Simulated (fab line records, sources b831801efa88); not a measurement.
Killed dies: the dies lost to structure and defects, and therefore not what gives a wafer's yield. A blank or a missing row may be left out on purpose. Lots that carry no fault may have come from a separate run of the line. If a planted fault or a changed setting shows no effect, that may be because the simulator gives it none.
fab line records / flow sky130
record lots=13 wafers=39 lastDay=50
route steps=708 shown VT_ADJUST_NCORE@126 VT_ADJUST_PCH@153 SONOS_TUNNEL@164 LDD_HVN@276 PAD_OPEN@708
lots with no fault: from the same line, run without faults
startH: hours from the record's opening day to when the first of the lot's shown wafers began / waitH: hours from the lot's prior step to this one / " as in the row above / L1.1+2: a single row standing in for several wafers / - value missing, or start not given / * or withheld: withheld / < > ~ a bound
route shown NAME@n: a module of which the file shows steps, and the number in the route of the first / usual: mean/standard deviation taken from wafers without a fault / same: alike in all rows / chamber/n: place in a boat / sites: the reading at each site / _std_site: standard deviation across them / _edge_site: inner sites' mean taken away from outer sites' mean / radiusMm: how far each site lies from the wafer's centre / mask NAME#n: copy n / behind: the last tool/chamber to shape the wafer / hold: the reason the lot was held/the length of the hold in hours/how it ended / device: which transistor (n, p or np) failed to switch / end of line: at the end of the route, the tests of the same wafers / a step with no rows: only its recipe / killed: the dies lost at the first sort to structure and to defects; this is not the yield of the wafer / map: the dies of a wafer, with x for killed, . for not killed, _ for no die there
set.NAME: the setting the step ran with; set.NAME@STEP: the setting that earlier step ran with / model.NAME: the simulator's own value behind a step, which no gauge read
one table for each step of the route and one row for each wafer, over a sample of lots
services: from which hour (startH, from the record's first day; less than 0 if before it) a tool's chamber was out of use, for how many hours, and why
## steps
# step SKY_VT_ADJUST_NCORE_CD_MEAS_07
# recipe targetCdNm=380
# usual cdNm=380.3/2.2
lot.wafer=L645.2 tool=cdSem-01 chamber=- startH=177.80 waitH=0.1 cdNm=380.8
lot.wafer=L645.3 tool=cdSem-01 chamber=- startH=177.80 waitH=0.1 cdNm=382.5
lot.wafer=L645.4 tool=cdSem-01 chamber=- startH=177.80 waitH=0.1 cdNm=380.6
lot.wafer=L646.2 tool=cdSem-02 chamber=- startH=188.29 waitH=0.1 cdNm=378.5
lot.wafer=L646.3 tool=cdSem-02 chamber=- startH=188.29 waitH=0.1 cdNm=378.7
lot.wafer=L646.5 tool=cdSem-02 chamber=- startH=188.29 waitH=0.1 cdNm=377.0
lot.wafer=L647.1 tool=cdSem-01 chamber=- startH=192.17 waitH=0.1 cdNm=381.3
lot.wafer=L647.2 tool=cdSem-01 chamber=- startH=192.17 waitH=0.1 cdNm=383.7
lot.wafer=L647.6 tool=cdSem-01 chamber=- startH=192.17 waitH=0.1 cdNm=382.9
lot.wafer=L648.2 tool=cdSem-02 chamber=- startH=200.59 waitH=0.1 cdNm=376.8
lot.wafer=L648.4 tool=cdSem-02 chamber=- startH=200.59 waitH=0.1 cdNm=377.2
lot.wafer=L648.6 tool=cdSem-02 chamber=- startH=200.59 waitH=0.1 cdNm=379.0
lot.wafer=L651.3 tool=cdSem-02 chamber=- startH=224.57 waitH=0.1 cdNm=384.4
lot.wafer=L651.4 tool=cdSem-02 chamber=- startH=224.57 waitH=0.1 cdNm=383.0
lot.wafer=L651.5 tool=cdSem-02 chamber=- startH=224.57 waitH=0.1 cdNm=382.4
lot.wafer=L653.3 tool=cdSem-02 chamber=- startH=237.22 waitH=0.1 cdNm=381.4
lot.wafer=L653.4 tool=cdSem-02 chamber=- startH=237.22 waitH=0.1 cdNm=382.8
lot.wafer=L653.6 tool=cdSem-02 chamber=- startH=237.22 waitH=0.1 cdNm=381.9
lot.wafer=L658.4 tool=cdSem-02 chamber=- startH=279.68 waitH=0.1 cdNm=379.8
lot.wafer=L658.5 tool=cdSem-02 chamber=- startH=279.68 waitH=0.1 cdNm=382.0
lot.wafer=L658.6 tool=cdSem-02 chamber=- startH=279.68 waitH=0.1 cdNm=379.9
lot.wafer=L659.4 tool=cdSem-02 chamber=- startH=284.23 waitH=0.1 cdNm=381.3
lot.wafer=L659.5 tool=cdSem-02 chamber=- startH=284.23 waitH=0.1 cdNm=380.1
lot.wafer=L659.6 tool=cdSem-02 chamber=- startH=284.23 waitH=0.1 cdNm=381.4
lot.wafer=L660.2 tool=cdSem-01 chamber=- startH=294.44 waitH=0.1 cdNm=380.2
lot.wafer=L660.4 tool=cdSem-01 chamber=- startH=294.44 waitH=0.1 cdNm=380.3
lot.wafer=L660.6 tool=cdSem-01 chamber=- startH=294.44 waitH=0.1 cdNm=380.0
lot.wafer=L663.4 tool=cdSem-02 chamber=- startH=312.83 waitH=0.1 cdNm=381.6
lot.wafer=L663.5 tool=cdSem-02 chamber=- startH=312.83 waitH=0.1 cdNm=377.2
lot.wafer=L663.6 tool=cdSem-02 chamber=- startH=312.83 waitH=0.1 cdNm=381.1
lot.wafer=L665.4 tool=cdSem-01 chamber=- startH=334.90 waitH=0.1 cdNm=379.0
lot.wafer=L665.5 tool=cdSem-01 chamber=- startH=334.90 waitH=0.1 cdNm=380.1
lot.wafer=L665.6 tool=cdSem-01 chamber=- startH=334.90 waitH=0.1 cdNm=380.0
lot.wafer=L666.1 tool=cdSem-01 chamber=- startH=337.23 waitH=0.1 cdNm=380.1
lot.wafer=L666.4 tool=cdSem-01 chamber=- startH=337.23 waitH=0.1 cdNm=378.8
lot.wafer=L666.5 tool=cdSem-01 chamber=- startH=337.23 waitH=0.1 cdNm=380.9
lot.wafer=L668.1 tool=cdSem-01 chamber=- startH=342.83 waitH=0.1 cdNm=381.8
lot.wafer=L668.4 tool=cdSem-01 chamber=- startH=342.83 waitH=0.1 cdNm=380.9
lot.wafer=L668.5 tool=cdSem-01 chamber=- startH=342.83 waitH=0.1 cdNm=380.8
# step SKY_VT_ADJUST_PCH_TW_MEAS_10
# usual VT_ADJUST_PCH_TW=143.6/1.1
lot.wafer=L645.2 tool=filmMetro-03 chamber=- startH=223.03 waitH=0.1 VT_ADJUST_PCH_TW=143.3
lot.wafer=L645.3 tool=filmMetro-03 chamber=- startH=223.03 waitH=0.1 VT_ADJUST_PCH_TW=144.3
lot.wafer=L645.4 tool=filmMetro-03 chamber=- startH=223.03 waitH=0.1 VT_ADJUST_PCH_TW=143.6
lot.wafer=L646.2 tool=filmMetro-02 chamber=- startH=233.97 waitH=0.1 VT_ADJUST_PCH_TW=144.4
lot.wafer=L646.3 tool=filmMetro-02 chamber=- startH=233.97 waitH=0.1 VT_ADJUST_PCH_TW=144.2
lot.wafer=L646.5 tool=filmMetro-02 chamber=- startH=233.97 waitH=0.1 VT_ADJUST_PCH_TW=144.6
lot.wafer=L647.1 tool=filmMetro-01 chamber=- startH=237.91 waitH=0.1 VT_ADJUST_PCH_TW=143.5
lot.wafer=L647.2 tool=filmMetro-01 chamber=- startH=237.91 waitH=0.1 VT_ADJUST_PCH_TW=142.7
lot.wafer=L647.6 tool=filmMetro-01 chamber=- startH=237.91 waitH=0.1 VT_ADJUST_PCH_TW=142.5
lot.wafer=L648.2 tool=filmMetro-02 chamber=- startH=247.69 waitH=0.1 VT_ADJUST_PCH_TW=144.1
lot.wafer=L648.4 tool=filmMetro-02 chamber=- startH=247.69 waitH=0.1 VT_ADJUST_PCH_TW=144.6
lot.wafer=L648.6 tool=filmMetro-02 chamber=- startH=247.69 waitH=0.1 VT_ADJUST_PCH_TW=143.8
lot.wafer=L651.3 tool=filmMetro-03 chamber=- startH=273.30 waitH=0.1 VT_ADJUST_PCH_TW=142.7
lot.wafer=L651.4 tool=filmMetro-03 chamber=- startH=273.30 waitH=0.1 VT_ADJUST_PCH_TW=142.6
lot.wafer=L651.5 tool=filmMetro-03 chamber=- startH=273.30 waitH=0.1 VT_ADJUST_PCH_TW=141.7
lot.wafer=L653.3 tool=filmMetro-03 chamber=- startH=286.70 waitH=0.1 VT_ADJUST_PCH_TW=142.5
lot.wafer=L653.4 tool=filmMetro-03 chamber=- startH=286.70 waitH=0.1 VT_ADJUST_PCH_TW=142.1
lot.wafer=L653.6 tool=filmMetro-03 chamber=- startH=286.70 waitH=0.1 VT_ADJUST_PCH_TW=142.2
lot.wafer=L658.4 tool=filmMetro-02 chamber=- startH=331.16 waitH=0.1 VT_ADJUST_PCH_TW=143.9
lot.wafer=L658.5 tool=filmMetro-02 chamber=- startH=331.16 waitH=0.1 VT_ADJUST_PCH_TW=144.9
lot.wafer=L658.6 tool=filmMetro-02 chamber=- startH=331.16 waitH=0.1 VT_ADJUST_PCH_TW=144.1
lot.wafer=L659.4 tool=filmMetro-02 chamber=- startH=336.25 waitH=0.1 VT_ADJUST_PCH_TW=144.1
lot.wafer=L659.5 tool=filmMetro-02 chamber=- startH=336.25 waitH=0.1 VT_ADJUST_PCH_TW=143.0
lot.wafer=L659.6 tool=filmMetro-02 chamber=- startH=336.25 waitH=0.1 VT_ADJUST_PCH_TW=143.5
lot.wafer=L660.2 tool=filmMetro-01 chamber=- startH=347.03 waitH=0.1 VT_ADJUST_PCH_TW=144.8
lot.wafer=L660.4 tool=filmMetro-01 chamber=- startH=347.03 waitH=0.1 VT_ADJUST_PCH_TW=144.8
lot.wafer=L660.6 tool=filmMetro-01 chamber=- startH=347.03 waitH=0.1 VT_ADJUST_PCH_TW=145.5
lot.wafer=L663.4 tool=filmMetro-03 chamber=- startH=367.15 waitH=0.1 VT_ADJUST_PCH_TW=142.8
lot.wafer=L663.5 tool=filmMetro-03 chamber=- startH=367.15 waitH=0.1 VT_ADJUST_PCH_TW=142.7
lot.wafer=L663.6 tool=filmMetro-03 chamber=- startH=367.15 waitH=0.1 VT_ADJUST_PCH_TW=141.8
lot.wafer=L665.4 tool=filmMetro-02 chamber=- startH=390.40 waitH=0.1 VT_ADJUST_PCH_TW=143.5
lot.wafer=L665.5 tool=filmMetro-02 chamber=- startH=390.40 waitH=0.1 VT_ADJUST_PCH_TW=144.3
lot.wafer=L665.6 tool=filmMetro-02 chamber=- startH=390.40 waitH=0.1 VT_ADJUST_PCH_TW=144.4
lot.wafer=L666.1 tool=filmMetro-01 chamber=- startH=394.03 waitH=0.1 VT_ADJUST_PCH_TW=145.0
lot.wafer=L666.4 tool=filmMetro-01 chamber=- startH=394.03 waitH=0.1 VT_ADJUST_PCH_TW=145.2
lot.wafer=L666.5 tool=filmMetro-01 chamber=- startH=394.03 waitH=0.1 VT_ADJUST_PCH_TW=145.7
lot.wafer=L668.1 tool=filmMetro-01 chamber=- startH=400.18 waitH=0.1 VT_ADJUST_PCH_TW=144.8
lot.wafer=L668.4 tool=filmMetro-01 chamber=- startH=400.18 waitH=0.1 VT_ADJUST_PCH_TW=145.7
lot.wafer=L668.5 tool=filmMetro-01 chamber=- startH=400.18 waitH=0.1 VT_ADJUST_PCH_TW=145.1
# step SKY_SONOS_TUNNEL_WET_ETCH_10
# recipe chemistry=dHF targetDepthNm=14 target=SiO2 dilution=100:1 tempC=25 timeS=280
# usual bathHeatDutyPct=6.0/0.75 runLengthS=309/3.9
lot.wafer=L645.2 tool=wetBench-04 chamber=1 startH=246.19 waitH=0.1 bathHeatDutyPct=5.3 runLengthS=305
lot.wafer=L645.3 tool=wetBench-04 chamber=1 startH=246.19 waitH=0.1 bathHeatDutyPct=5.7 runLengthS=305
lot.wafer=L645.4 tool=wetBench-04 chamber=1 startH=246.19 waitH=0.1 bathHeatDutyPct=5.8 runLengthS=305
lot.wafer=L646.2 tool=wetBench-04 chamber=2 startH=258.25 waitH=0.1 bathHeatDutyPct=5.2 runLengthS=304
lot.wafer=L646.3 tool=wetBench-04 chamber=2 startH=258.25 waitH=0.1 bathHeatDutyPct=5.8 runLengthS=304
lot.wafer=L646.5 tool=wetBench-04 chamber=2 startH=258.25 waitH=0.1 bathHeatDutyPct=6.9 runLengthS=304
lot.wafer=L647.1 tool=wetBench-04 chamber=3 startH=262.74 waitH=0.1 bathHeatDutyPct=6.7 runLengthS=313
lot.wafer=L647.2 tool=wetBench-04 chamber=3 startH=262.74 waitH=0.1 bathHeatDutyPct=6.2 runLengthS=313
lot.wafer=L647.6 tool=wetBench-04 chamber=3 startH=262.74 waitH=0.1 bathHeatDutyPct=6.3 runLengthS=313
lot.wafer=L648.2 tool=wetBench-01 chamber=0 startH=271.14 waitH=0.1 bathHeatDutyPct=6.8 runLengthS=315
lot.wafer=L648.4 tool=wetBench-01 chamber=0 startH=271.14 waitH=0.1 bathHeatDutyPct=6.4 runLengthS=315
lot.wafer=L648.6 tool=wetBench-01 chamber=0 startH=271.14 waitH=0.1 bathHeatDutyPct=6.7 runLengthS=315
lot.wafer=L651.3 tool=wetBench-01 chamber=2 startH=297.95 waitH=0.1 bathHeatDutyPct=5.6 runLengthS=305
lot.wafer=L651.4 tool=wetBench-01 chamber=2 startH=297.95 waitH=0.1 bathHeatDutyPct=5.4 runLengthS=305
lot.wafer=L651.5 tool=wetBench-01 chamber=2 startH=297.95 waitH=0.1 bathHeatDutyPct=4.9 runLengthS=305
lot.wafer=L653.3 tool=wetBench-04 chamber=1 startH=311.80 waitH=0.1 bathHeatDutyPct=5.9 runLengthS=314
lot.wafer=L653.4 tool=wetBench-04 chamber=1 startH=311.80 waitH=0.1 bathHeatDutyPct=6.0 runLengthS=314
lot.wafer=L653.6 tool=wetBench-04 chamber=1 startH=311.80 waitH=0.1 bathHeatDutyPct=5.8 runLengthS=314
lot.wafer=L658.4 tool=wetBench-04 chamber=0 startH=357.55 waitH=0.1 bathHeatDutyPct=- runLengthS=-
lot.wafer=L658.5 tool=wetBench-04 chamber=0 startH=357.55 waitH=0.1 bathHeatDutyPct=- runLengthS=-
lot.wafer=L658.6 tool=wetBench-04 chamber=0 startH=357.55 waitH=0.1 bathHeatDutyPct=- runLengthS=-
lot.wafer=L659.4 tool=wetBench-02 chamber=1 startH=363.79 waitH=0.1 bathHeatDutyPct=- runLengthS=-
lot.wafer=L659.5 tool=wetBench-02 chamber=1 startH=363.79 waitH=0.1 bathHeatDutyPct=- runLengthS=-
lot.wafer=L659.6 tool=wetBench-02 chamber=1 startH=363.79 waitH=0.1 bathHeatDutyPct=- runLengthS=-
lot.wafer=L660.2 tool=wetBench-02 chamber=3 startH=374.45 waitH=0.1 bathHeatDutyPct=6.2 runLengthS=311
lot.wafer=L660.4 tool=wetBench-02 chamber=3 startH=374.45 waitH=0.1 bathHeatDutyPct=6.0 runLengthS=311
lot.wafer=L660.6 tool=wetBench-02 chamber=3 startH=374.45 waitH=0.1 bathHeatDutyPct=6.1 runLengthS=311
lot.wafer=L663.4 tool=wetBench-01 chamber=0 startH=396.35 waitH=0.1 bathHeatDutyPct=6.5 runLengthS=307
lot.wafer=L663.5 tool=wetBench-01 chamber=0 startH=396.35 waitH=0.1 bathHeatDutyPct=5.8 runLengthS=307
lot.wafer=L663.6 tool=wetBench-01 chamber=0 startH=396.35 waitH=0.1 bathHeatDutyPct=5.0 runLengthS=307
lot.wafer=L665.4 tool=wetBench-02 chamber=1 startH=420.04 waitH=0.1 bathHeatDutyPct=5.3 runLengthS=306
lot.wafer=L665.5 tool=wetBench-02 chamber=1 startH=420.04 waitH=0.1 bathHeatDutyPct=4.9 runLengthS=306
lot.wafer=L665.6 tool=wetBench-02 chamber=1 startH=420.04 waitH=0.1 bathHeatDutyPct=4.9 runLengthS=306
lot.wafer=L666.1 tool=wetBench-02 chamber=3 startH=424.04 waitH=0.1 bathHeatDutyPct=6.3 runLengthS=304
lot.wafer=L666.4 tool=wetBench-02 chamber=3 startH=424.04 waitH=0.1 bathHeatDutyPct=6.2 runLengthS=304
lot.wafer=L666.5 tool=wetBench-02 chamber=3 startH=424.04 waitH=0.1 bathHeatDutyPct=6.2 runLengthS=304
lot.wafer=L668.1 tool=wetBench-04 chamber=0 startH=429.69 waitH=0.1 bathHeatDutyPct=5.4 runLengthS=308
lot.wafer=L668.4 tool=wetBench-04 chamber=0 startH=429.69 waitH=0.1 bathHeatDutyPct=5.7 runLengthS=308
lot.wafer=L668.5 tool=wetBench-04 chamber=0 startH=429.69 waitH=0.1 bathHeatDutyPct=6.0 runLengthS=308
# step SKY_LDD_HVN_STRIP_09
# recipe chemistry=O2/N2 powerW=1400 pressureMtorr=1500 platenTempC=withheld o2FlowSccm=3000 n2FlowSccm=300 overashFraction=0.5
# usual drypumpMotorCurrentA=5.9/0.31 oesProductAu=0.409/0.0047 stripTimeToEndpointS=4.149/0.016
lot.wafer=L645.2 tool=plasmaAsher-02 chamber=0 startH=458.61 waitH=0.1 drypumpMotorCurrentA=5.6 oesProductAu=0.418 rfHoursCounterH=34 stripTimeToEndpointS=4.160
lot.wafer=L645.3 tool=plasmaAsher-02 chamber=1 startH=458.61 waitH=0.1 drypumpMotorCurrentA=5.7 oesProductAu=0.402 rfHoursCounterH=- stripTimeToEndpointS=4.158
lot.wafer=L645.4 tool=plasmaAsher-02 chamber=0 startH=458.61 waitH=0.1 drypumpMotorCurrentA=5.6 oesProductAu=0.413 rfHoursCounterH=- stripTimeToEndpointS=4.157
lot.wafer=L646.2 tool=plasmaAsher-02 chamber=1 startH=468.43 waitH=0.1 drypumpMotorCurrentA=5.7 oesProductAu=0.408 rfHoursCounterH=35 stripTimeToEndpointS=4.134
lot.wafer=L646.3 tool=plasmaAsher-02 chamber=0 startH=468.43 waitH=0.1 drypumpMotorCurrentA=5.6 oesProductAu=0.403 rfHoursCounterH=- stripTimeToEndpointS=4.102
lot.wafer=L646.5 tool=plasmaAsher-02 chamber=0 startH=468.43 waitH=0.1 drypumpMotorCurrentA=5.6 oesProductAu=0.404 rfHoursCounterH=- stripTimeToEndpointS=4.122
lot.wafer=L647.1 tool=plasmaAsher-03 chamber=1 startH=473.76 waitH=0.1 drypumpMotorCurrentA=6.0 oesProductAu=0.410 rfHoursCounterH=65 stripTimeToEndpointS=4.133
lot.wafer=L647.2 tool=plasmaAsher-03 chamber=0 startH=473.76 waitH=0.1 drypumpMotorCurrentA=6.4 oesProductAu=0.411 rfHoursCounterH=65 stripTimeToEndpointS=4.133
lot.wafer=L647.6 tool=plasmaAsher-03 chamber=0 startH=473.76 waitH=0.1 drypumpMotorCurrentA=6.5 oesProductAu=0.404 rfHoursCounterH=- stripTimeToEndpointS=4.141
lot.wafer=L648.2 tool=plasmaAsher-01 chamber=1 startH=490.42 waitH=0.1 drypumpMotorCurrentA=6.0 oesProductAu=0.409 rfHoursCounterH=78 stripTimeToEndpointS=4.155
lot.wafer=L648.4 tool=plasmaAsher-01 chamber=1 startH=490.42 waitH=0.1 drypumpMotorCurrentA=6.0 oesProductAu=0.401 rfHoursCounterH=- stripTimeToEndpointS=4.149
lot.wafer=L648.6 tool=plasmaAsher-01 chamber=1 startH=490.42 waitH=0.1 drypumpMotorCurrentA=6.0 oesProductAu=0.419 rfHoursCounterH=- stripTimeToEndpointS=4.155
lot.wafer=L651.3 tool=plasmaAsher-02 chamber=1 startH=520.55 waitH=0.1 drypumpMotorCurrentA=5.7 oesProductAu=0.409 rfHoursCounterH=- stripTimeToEndpointS=4.152
lot.wafer=L651.4 tool=plasmaAsher-02 chamber=0 startH=520.55 waitH=0.1 drypumpMotorCurrentA=5.6 oesProductAu=0.407 rfHoursCounterH=- stripTimeToEndpointS=4.157
lot.wafer=L651.5 tool=plasmaAsher-02 chamber=1 startH=520.55 waitH=0.1 drypumpMotorCurrentA=5.7 oesProductAu=0.403 rfHoursCounterH=- stripTimeToEndpointS=4.143
lot.wafer=L653.3 tool=plasmaAsher-03 chamber=0 startH=532.24 waitH=0.1 drypumpMotorCurrentA=6.4 oesProductAu=0.411 rfHoursCounterH=- stripTimeToEndpointS=4.133
lot.wafer=L653.4 tool=plasmaAsher-03 chamber=1 startH=532.24 waitH=0.1 drypumpMotorCurrentA=6.0 oesProductAu=0.410 rfHoursCounterH=- stripTimeToEndpointS=4.133
lot.wafer=L653.6 tool=plasmaAsher-03 chamber=1 startH=532.24 waitH=0.1 drypumpMotorCurrentA=6.0 oesProductAu=0.415 rfHoursCounterH=- stripTimeToEndpointS=4.137
lot.wafer=L660.2 tool=plasmaAsher-03 chamber=1 startH=603.26 waitH=0.1 drypumpMotorCurrentA=6.0 oesProductAu=0.404 rfHoursCounterH=78 stripTimeToEndpointS=4.132
lot.wafer=L660.4 tool=plasmaAsher-03 chamber=0 startH=603.26 waitH=0.1 drypumpMotorCurrentA=6.4 oesProductAu=0.404 rfHoursCounterH=- stripTimeToEndpointS=4.121
lot.wafer=L660.6 tool=plasmaAsher-03 chamber=1 startH=603.26 waitH=0.1 drypumpMotorCurrentA=6.0 oesProductAu=0.412 rfHoursCounterH=- stripTimeToEndpointS=4.150
lot.wafer=L663.4 tool=plasmaAsher-01 chamber=0 startH=624.36 waitH=0.1 drypumpMotorCurrentA=5.5 oesProductAu=0.407 rfHoursCounterH=- stripTimeToEndpointS=4.166
lot.wafer=L663.5 tool=plasmaAsher-01 chamber=0 startH=624.36 waitH=0.1 drypumpMotorCurrentA=5.6 oesProductAu=0.402 rfHoursCounterH=- stripTimeToEndpointS=4.173
lot.wafer=L663.6 tool=plasmaAsher-01 chamber=1 startH=624.36 waitH=0.1 drypumpMotorCurrentA=6.1 oesProductAu=0.408 rfHoursCounterH=- stripTimeToEndpointS=4.179
lot.wafer=L665.4 tool=plasmaAsher-02 chamber=1 startH=650.05 waitH=0.1 drypumpMotorCurrentA=5.8 oesProductAu=0.418 rfHoursCounterH=- stripTimeToEndpointS=4.136
lot.wafer=L665.5 tool=plasmaAsher-02 chamber=1 startH=650.05 waitH=0.1 drypumpMotorCurrentA=5.7 oesProductAu=0.408 rfHoursCounterH=- stripTimeToEndpointS=4.142
lot.wafer=L665.6 tool=plasmaAsher-02 chamber=0 startH=650.05 waitH=0.1 drypumpMotorCurrentA=5.6 oesProductAu=0.409 rfHoursCounterH=- stripTimeToEndpointS=4.154
lot.wafer=L666.1 tool=plasmaAsher-03 chamber=1 startH=652.87 waitH=0.1 drypumpMotorCurrentA=6.0 oesProductAu=0.409 rfHoursCounterH=83 stripTimeToEndpointS=4.160
lot.wafer=L666.4 tool=plasmaAsher-03 chamber=0 startH=652.87 waitH=0.1 drypumpMotorCurrentA=6.4 oesProductAu=0.404 rfHoursCounterH=- stripTimeToEndpointS=4.164
lot.wafer=L666.5 tool=plasmaAsher-03 chamber=1 startH=652.87 waitH=0.1 drypumpMotorCurrentA=6.0 oesProductAu=0.409 rfHoursCounterH=- stripTimeToEndpointS=4.148
lot.wafer=L668.1 tool=plasmaAsher-03 chamber=0 startH=656.51 waitH=0.1 drypumpMotorCurrentA=6.4 oesProductAu=0.412 rfHoursCounterH=83 stripTimeToEndpointS=4.159
lot.wafer=L668.4 tool=plasmaAsher-03 chamber=0 startH=656.51 waitH=0.1 drypumpMotorCurrentA=6.4 oesProductAu=0.414 rfHoursCounterH=- stripTimeToEndpointS=4.162
lot.wafer=L668.5 tool=plasmaAsher-03 chamber=0 startH=656.51 waitH=0.1 drypumpMotorCurrentA=6.4 oesProductAu=0.412 rfHoursCounterH=- stripTimeToEndpointS=4.169
# step SKY_PAD_OPEN_PROBE_99
# usual killed_at_M0_to_M3=44/7 killed_at_M4_up=3.2/2 killedAtContacts=25/5.3 killedAtFrontEnd=15/4.3 killedAtOther=0.3/0.54 killedDies=86/8.7 killedOnRim=17/3.6 killedOpen=47/6.4 killedShort=39/5.6
# same grossDies=492 killedAtBackSide=0
lot.wafer=L658.4 tool=prober-02 chamber=- startH=1150.14 waitH=0.2 killed_at_M0_to_M3=29 killed_at_M4_up=6 killedAtContacts=25 killedAtFrontEnd=431 killedAtOther=1 killedDies=492 killedOnRim=96 killedOpen=28 killedShort=43
lot.wafer=L658.5 tool=prober-02 chamber=- startH=1150.19 waitH=0.2 killed_at_M0_to_M3=47 killed_at_M4_up=5 killedAtContacts=26 killedAtFrontEnd=414 killedAtOther=0 killedDies=492 killedOnRim=96 killedOpen=45 killedShort=40
lot.wafer=L658.6 tool=prober-02 chamber=- startH=1150.24 waitH=0.2 killed_at_M0_to_M3=38 killed_at_M4_up=2 killedAtContacts=29 killedAtFrontEnd=422 killedAtOther=1 killedDies=492 killedOnRim=96 killedOpen=45 killedShort=37
lot.wafer=L659.4 tool=prober-01 chamber=- startH=1157.16 waitH=0.2 killed_at_M0_to_M3=37 killed_at_M4_up=0 killedAtContacts=24 killedAtFrontEnd=431 killedAtOther=0 killedDies=492 killedOnRim=96 killedOpen=45 killedShort=30
lot.wafer=L659.5 tool=prober-01 chamber=- startH=1157.21 waitH=0.2 killed_at_M0_to_M3=37 killed_at_M4_up=2 killedAtContacts=28 killedAtFrontEnd=425 killedAtOther=0 killedDies=492 killedOnRim=96 killedOpen=49 killedShort=38
lot.wafer=L659.6 tool=prober-01 chamber=- startH=1157.26 waitH=0.2 killed_at_M0_to_M3=46 killed_at_M4_up=4 killedAtContacts=22 killedAtFrontEnd=420 killedAtOther=0 killedDies=492 killedOnRim=96 killedOpen=43 killedShort=42
# killed by level:class
L658.4 SONOS_TUNNEL:areaEtch=420 LOCAL_INTERCONNECT:geometricParticle:short=8 CONTACT:geometricParticle:open=7 VIA1:geometricParticle:open=6 METAL4:geometricParticle:short=4 CONTACT:geometricParticle:short=4 METAL2:geometricParticle:short=4 VIA2:geometricParticle:short=4
L658.5 SONOS_TUNNEL:areaEtch=407 VIA1:geometricParticle:open=12 CONTACT:geometricParticle:open=12 METAL2:geometricParticle:short=9 VIA2:geometricParticle:open=6 LI_CONTACT:geometricParticle:open=5 CONTACT:geometricParticle:short=5 METAL1:geometricParticle:short=4
L658.6 SONOS_TUNNEL:areaEtch=408 CONTACT:geometricParticle:open=10 VIA1:geometricParticle:open=8 CONTACT:geometricParticle:short=7 VIA3:geometricParticle:open=7 LI_CONTACT:geometricParticle:open=6 VIA2:geometricParticle:short=6 POLY_GATE:geometricParticle:open=5
L659.4 SONOS_TUNNEL:areaEtch=417 VIA1:geometricParticle:open=9 VIA2:geometricParticle:open=8 LI_CONTACT:geometricParticle:open=7 CONTACT:geometricParticle:open=7 FIELD_ISO:geometricParticle:open=5 CONTACT:geometricParticle:short=5 METAL1:geometricParticle:short=4
L659.5 SONOS_TUNNEL:areaEtch=405 CONTACT:geometricParticle:open=9 CONTACT:geometricParticle:short=9 VIA1:geometricParticle:open=9 FIELD_ISO:geometricParticle:open=8 VIA3:geometricParticle:open=6 VIA2:geometricParticle:open=4 SPACER:geometricParticle:short=3
L659.6 SONOS_TUNNEL:areaEtch=407 VIA1:geometricParticle:short=11 VIA3:geometricParticle:open=7 CONTACT:geometricParticle:open=7 VIA1:geometricParticle:open=7 LI_CONTACT:geometricParticle:open=6 VIA2:geometricParticle:open=6 METAL1:geometricParticle:short=5
## services
tool=wetBench-04 chamber=- startH=249.61 hours=4.3 kind=repair
tool=plasmaAsher-01 chamber=- startH=275.52 hours=14.6 kind=pm
tool=plasmaAsher-03 chamber=- startH=319.79 hours=3.2 kind=repair
tool=plasmaAsher-01 chamber=- startH=352.47 hours=6.1 kind=repair
tool=wetBench-02 chamber=- startH=354.07 hours=4.4 kind=pm
tool=plasmaAsher-01 chamber=- startH=354.64 hours=6.3 kind=repair
tool=plasmaAsher-02 chamber=- startH=385.00 hours=1.2 kind=repair
tool=plasmaAsher-01 chamber=- startH=396.24 hours=4.5 kind=repair
tool=wetBench-01 chamber=- startH=421.28 hours=1.9 kind=repair
tool=plasmaAsher-02 chamber=- startH=425.66 hours=4.3 kind=pm
tool=plasmaAsher-01 chamber=- startH=442.55 hours=13.8 kind=repair
tool=wetBench-04 chamber=- startH=452.96 hours=2.3 kind=repair
tool=wetBench-02 chamber=- startH=483.73 hours=6.2 kind=repair
tool=wetBench-02 chamber=- startH=490.76 hours=2.1 kind=repair
tool=wetBench-04 chamber=- startH=493.24 hours=42.1 kind=pm
tool=wetBench-04 chamber=- startH=535.35 hours=4.4 kind=pm
tool=plasmaAsher-03 chamber=- startH=585.81 hours=2.8 kind=pm
tool=plasmaAsher-02 chamber=- startH=594.94 hours=8.6 kind=repair
tool=wetBench-04 chamber=- startH=613.79 hours=3.9 kind=repair
tool=plasmaAsher-02 chamber=- startH=621.73 hours=4.0 kind=pm
tool=wetBench-01 chamber=- startH=622.66 hours=2.1 kind=repair
## key
firstSign step=SKY_SONOS_TUNNEL_WET_ETCH_10 reading=toolRecord direction=missing
effect step=SKY_PAD_OPEN_PROBE_99 reading=killedAtFrontEnd direction=up sigmas=95 usual=15 struck=424
moreKillsBornAt SKY_SONOS_TUNNEL_WET_ETCH_10@wetBench-04=1235 SKY_SONOS_TUNNEL_WET_ETCH_10@wetBench-02=1229
metAt SKY_SONOS_TUNNEL_WET_ETCH_10
struckLots L658,L659
laterRowsLeftOut L658.4,L658.5,L658.6,L659.4,L659.5,L659.6
testerLeftOut L658,L659
notActingAt SKY_VT_ADJUST_NCORE_CD_MEAS_07,SKY_VT_ADJUST_PCH_TW_MEAS_10,SKY_LDD_HVN_STRIP_09
onsetBetween 311.80 357.55
fault kind=skippedStepWhole tool=wetBench-02,wetBench-04 chamber=- onsetH=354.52 steps=SKY_SONOS_TUNNEL_WET_ETCH_10 scope=struckLotsOnly
# testerLeftOut: of these lots the tester's yield and bins aren't shown, on N5 and GAA mostly nor the transistor test; their killed dies are dies lost to structure and defects alone, not to doping, threshold or leakage, so they don't give the yield
# laterRowsLeftOut: the simulator's readings of these wafers behind a module that went badly wrong aren't trusted and aren't shown, but for the sort
